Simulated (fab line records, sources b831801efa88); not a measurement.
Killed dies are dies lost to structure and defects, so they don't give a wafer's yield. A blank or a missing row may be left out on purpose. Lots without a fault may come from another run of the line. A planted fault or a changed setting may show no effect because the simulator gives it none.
Chamber matching | flow sky130 | SKY_CAP2M_CVD_00 on pecvd-04: 3 sister chambers
The step deposits SiO2, target thk 15.5 nm. 6 wafers are shown with their chamber, then 7 later ones without.

WAFERS WITH THEIR CHAMBER
wafer  | chamber | heater_power_w (W)
L720.2 | 0       | 830
L721.1 | 1       | 658
L721.6 | 1       | 641
L722.5 | 2       | 654
L723.1 | 2       | 671
L723.4 | 0       | 693

WAFERS WITHOUT THEIR CHAMBER
wafer  | heater_power_w (W)
L723.5 | 696
L735.1 | 668
L735.2 | 736
L735.4 | 648
L738.1 | 648
L738.2 | 805
L738.4 | 666

WHICH CHAMBER EACH WENT THROUGH
wafer  | from the rows above          | in truth
L723.5 | can't be placed: 2 or 1 or 0 | 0
L735.1 | can't be placed: 2 or 1 or 0 | 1
L735.2 | can't be placed: 0 or 2 or 1 | 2
L735.4 | can't be placed: 1 or 2 or 0 | 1
L738.1 | can't be placed: 1 or 2 or 0 | 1
L738.2 | can't be placed: 0 or 2 or 1 | 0
L738.4 | can't be placed: 2 or 1 or 0 | 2
Placed correctly: 0 of 7. Can't be placed from these rows: 7 (the true chamber is among the candidates in 7). Placed wrongly: 0.
How it was worked out, from the rows above alone: a wafer's distance from a chamber is the root of the sum, over the readings, of the square of ((its reading less the chamber's mean) divided by the reading's scatter). The wafer belongs to the nearest chamber; if the next one is less than 2 further off, it can't be placed. A chamber's mean is the mean of its shown wafers. The scatter: the root of (the sum of the squares of (reading less its chamber's mean) over the shown wafers, divided by (wafers less chambers)).
